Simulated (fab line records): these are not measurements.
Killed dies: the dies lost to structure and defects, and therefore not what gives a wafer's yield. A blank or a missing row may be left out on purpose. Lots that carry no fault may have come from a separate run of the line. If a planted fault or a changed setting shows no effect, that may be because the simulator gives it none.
Struck lot and sound lot, side by side | flow sky130 | 44 out of 708 route steps
Sound: the wafers L430.2, L430.4, L430.6. Struck: wafers L441.1, L441.3, L441.5. The cause comes at the end.
At each step with rows: each side's tool, then ch and its chambers, then its first start. Under that, the readings that differ: sound wafers | struck wafers | difference of the means | sigmas: that difference in standard deviations of wafers without a fault.
alike: words and numbers the same on both sides, and readings whose means are apart by under 2 such deviations; not compared: readings that were withheld, readings missing a value for some wafer, numbers with overlapping values and no deviation given by the record, and bounds like >300 which may hide the same value.
The two part at a step that has a row with sigmas, a row that says differs or no value, or rows on one side only. Numbers that don't overlap but have no deviation are shown without sigmas and don't part them. Lack of a reading on every wafer of one side parts them only where that side has two or more wafers.

first, 2 steps without rows for these wafers: SKY_DNWELL_DEVELOP_06 (develop time 60 s); SKY_DNWELL_IMPLANT_07.
SKY_DNWELL_STRIP_08: strips in O2/N2.
  sound on plasma asher-04 ch 0, day 4 12:29; struck on plasma asher-02 ch 0,1, day 7 02:02
  reading                     | sound       | struck      | difference | sigmas
  drypump motor current A (A) | 4.7 4.7 4.7 | 6.1 6.1 6.6 | +1.6       | +3
  alike: oes product au, strip time to endpoint s
  not compared: rf hours counter h
SKY_DNWELL_TW_MEAS_09:
  sound: film metro-04 at day 4 12:36; struck: film metro-04 at day 7 02:08
  alike: DNWELL_TW
then, 7 steps without rows for these wafers: SKY_PWDE_DEHYDRATE_00 (time 60 s); SKY_PWDE_HMDS_01 (prime time 60 s); SKY_PWDE_COAT_02 (resist thk 3000 nm); SKY_PWDE_SOFTBAKE_03; SKY_PWDE_EXPOSE_04 (exposes mask PWDEM, target cd 840 nm); SKY_PWDE_PEB_05; SKY_PWDE_DEVELOP_06 (develop time 60 s).
SKY_PWDE_OVL_MEAS_07:
  sound: overlay-01 at day 5 04:38; struck: overlay-01 at day 7 21:57
  alike: PWDE_OVL
SKY_PWDE_IMPLANT_08:
  sound on implanter-04 ch 0, day 5 04:42; struck on implanter-04 ch 0, day 7 21:59
  reading       | sound                       | struck                        | difference | sigmas
  dose ions cm2 | 3.602e+12 3.6e+12 3.599e+12 | 3.524e+12 3.533e+12 3.521e+12 | -7.433e+10 | -19
SKY_PWDE_STRIP_09: strips in O2/N2.
  sound on plasma asher-01 ch 0,1, day 5 04:49; struck on plasma asher-03 ch 1, day 7 22:08
  reading                      | sound             | struck            | difference | sigmas
  strip time to endpoint s (s) | 36.90 36.79 36.80 | 37.14 37.06 37.12 | +0.28      | +3
  alike: drypump motor current A, oes product au
  not compared: rf hours counter h
SKY_PWDE_TW_MEAS_10:
  sound: film metro-04 at day 5 04:56; struck: film metro-04 at day 7 22:14
  alike: PWDE_TW
then, 7 steps without rows for these wafers: SKY_NWELL_DEHYDRATE_03 (time 60 s); SKY_NWELL_HMDS_04 (prime time 60 s); SKY_NWELL_COAT_05 (resist thk 3000 nm); SKY_NWELL_SOFTBAKE_06; SKY_NWELL_EXPOSE_07 (exposes mask NWM, target cd 840 nm); SKY_NWELL_PEB_08; SKY_NWELL_DEVELOP_09 (develop time 60 s).
SKY_NWELL_OVL_MEAS_10:
  sound: overlay-02 at day 5 23:30; struck: overlay-02 at day 8 19:08
  alike: NWELL_00_OVL
then, 3 steps without rows for these wafers: SKY_NWELL_IMPLANT_11; SKY_NWELL_IMPLANT_12; SKY_NWELL_IMPLANT_13.
SKY_NWELL_STRIP_14: strips in O2/N2.
  sound on plasma asher-01 ch 1, day 5 23:59; struck on plasma asher-04 ch 0,1, day 8 19:37
  alike: drypump motor current A, oes product au, strip time to endpoint s
  not compared: rf hours counter h
SKY_NWELL_TW_MEAS_15:
  sound: film metro-03 at day 6 00:05; struck: film metro-04 at day 8 19:43
  alike: NWELL_TW
then, 7 steps without rows for these wafers: SKY_NWELL_DEHYDRATE_16 (time 60 s); SKY_NWELL_HMDS_17 (prime time 60 s); SKY_NWELL_COAT_18 (resist thk 3000 nm); SKY_NWELL_SOFTBAKE_19; SKY_NWELL_EXPOSE_20 (exposes mask NWM COMPLEMENT, target cd 840 nm); SKY_NWELL_PEB_21; SKY_NWELL_DEVELOP_22 (develop time 60 s).
SKY_NWELL_OVL_MEAS_23:
  sound: overlay-02 at day 6 18:15; struck: overlay-02 at day 9 17:27
  alike: NWELL_01_OVL
after that, 1 step had no rows for these wafers: SKY_NWELL_IMPLANT_24.
SKY_NWELL_STRIP_25: strips in O2/N2.
  sound on plasma asher-04 ch 0,1, day 6 18:26; struck on plasma asher-01 ch 0,1, day 9 17:38
  alike: drypump motor current A, oes product au, strip time to endpoint s
  not compared: rf hours counter h
SKY_NWELL_TW_MEAS_26:
  sound: film metro-04 at day 6 18:32; struck: film metro-04 at day 9 17:44
  alike: NWELL_2_TW
then, 1 step without rows for these wafers: SKY_NWELL_CLEAN_27 (cleans in SC1/SC2, time 150 s).
SKY_NWELL_RTA_28: time 30 s.
  sound on rtp anneal-01 ch 0, day 6 18:39; struck on rtp anneal-02 ch 0, day 9 17:50
  alike: lamp power pct, wafer_temp_C_max
SKY_NWELL_RS_MEAS_29: uses a four-point probe to measure.
  sound: film metro-03 at day 6 18:46; struck: film metro-03 at day 9 17:56
  reading           | sound             | struck            | difference | sigmas
  NWELL_RS (ohm/sq) | 623.6 623.6 624.0 | 626.4 626.6 627.1 | +3.0       | +2
SKY_NWELL_RS_MEAS_31: uses a four-point probe to measure.
  sound: film metro-03 at day 6 19:00; struck: film metro-03 at day 9 18:11
  reading          | sound          | struck         | difference | sigmas
  PWDE_RS (ohm/sq) | 5279 5297 5291 | 5378 5384 5368 | +88        | +5
-- the record jumps here: 40 days lie between the struck wafers' starts before and after (it left off in module NWELL and takes up again in module PAD_OPEN, whose first step shown is number 708 of the route) --
SKY_PAD_OPEN_PROBE_99:
  sound: prober-02 at day 47 12:23; struck: prober-01 at day 50 05:18
  reading                                   | sound          | struck         | difference | sigmas
  killed short                              | 59 43 46       | 25 37 32       | -18        | -3
  model.etest.res pwde under gate.rs ohm sq | 6151 6220 6176 | 6327 6349 6307 | +145       |
  alike: killed_at_M0_to_M3, killed_at_M4_up, killed at contacts, killed at front end, killed at other, killed dies, killed open

== WHERE THEY PART ==
First at SKY_DNWELL_STRIP_08; last, within this record, at SKY_PAD_OPEN_PROBE_99.

WHY: whatever the simulator had introduced
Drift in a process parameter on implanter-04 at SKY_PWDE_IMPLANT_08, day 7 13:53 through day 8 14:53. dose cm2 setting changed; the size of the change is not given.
